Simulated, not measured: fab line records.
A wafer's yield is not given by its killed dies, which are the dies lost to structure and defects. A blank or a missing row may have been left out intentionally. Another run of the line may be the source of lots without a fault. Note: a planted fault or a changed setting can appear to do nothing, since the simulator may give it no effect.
The tool behind it: which one? | flow gf180mcu | 12 lots with 36 wafers sampled at 2 steps, on a route of 602 steps

## WHAT THE GAUGES READ, wafer by wafer
GF_M2_CD_MEAS_14 targets a cd of 280 nm.
lot  | measured     | on        | cd_nm (nm)
L075 | day 19 02:59 | cd_sem-01 | 280.0 279.0 278.5
L077 | day 20 03:58 | cd_sem-01 | 281.2 281.7 281.7
L079 | day 20 22:57 | cd_sem-01 | 282.1 280.3 281.8
L081 | day 21 16:55 | cd_sem-01 | 281.4 281.3 281.6
L083 | day 22 17:27 | cd_sem-01 | 279.9 279.9 280.7
L085 | day 23 12:43 | cd_sem-02 | 279.9 280.2 279.5
L087 | day 24 08:09 | cd_sem-02 | 279.4 280.2 280.1
L089 | day 24 22:13 | cd_sem-02 | 277.8 278.2 277.9
L091 | day 25 08:04 | cd_sem-01 | 280.4 279.1 280.7
L093 | day 26 07:54 | cd_sem-02 | 281.2 281.9 281.8
L095 | day 26 21:19 | cd_sem-01 | 278.2 277.2 278.0
L097 | day 27 05:31 | cd_sem-02 | 281.4 283.1 281.7

## EACH LOT AND THE TOOL THAT RAN IT (in order: tool; ch and the chambers of the sampled wafers; start)
lot  | GF_HV_LDD_STRIP_37
L075 | plasma_asher-01 ch 0,1, day 11 17:37
L077 | plasma_asher-02 ch 0,1, day 12 12:03
L079 | plasma_asher-02 ch 0,1, day 13 02:45
L081 | plasma_asher-01 ch 0,1, day 13 15:17
L083 | plasma_asher-04 ch 0,1, day 14 14:30
L085 | plasma_asher-04 ch 0,1, day 15 08:29
L087 | plasma_asher-02 ch 0,1, day 16 03:52
L089 | plasma_asher-04 ch 0,1, day 16 16:18
L091 | plasma_asher-02 ch 0,1, day 17 03:44
L093 | plasma_asher-02 ch 0,1, day 18 06:05
L095 | plasma_asher-01 ch 0,1, day 18 20:41
L097 | plasma_asher-04 ch 0,1, day 19 08:20
- GF_HV_LDD_STRIP_37: strips in O2/N2.

## THE ANSWER, worked out from the rows above alone
Rule: what is usual is taken from the lots themselves. The widest of any qualifying gaps counts: lots, ordered by their means at a reading, are off when they make up no more than a third of the lots, leave a main group of 4 or more, and stand apart from it by 3 or more times the standard deviation of that group's means. Not used: any main group whose means are identical at the precision the tables above print for the reading. Also off: a lot with no number at a reading for which 4 or more lots have one. Where the step has rows for the other lots, those lots are counted as sound.
Across all readings shown, no lot is off: no conclusion can be drawn from this.

## WHAT THE SIMULATOR HAD PUT IN
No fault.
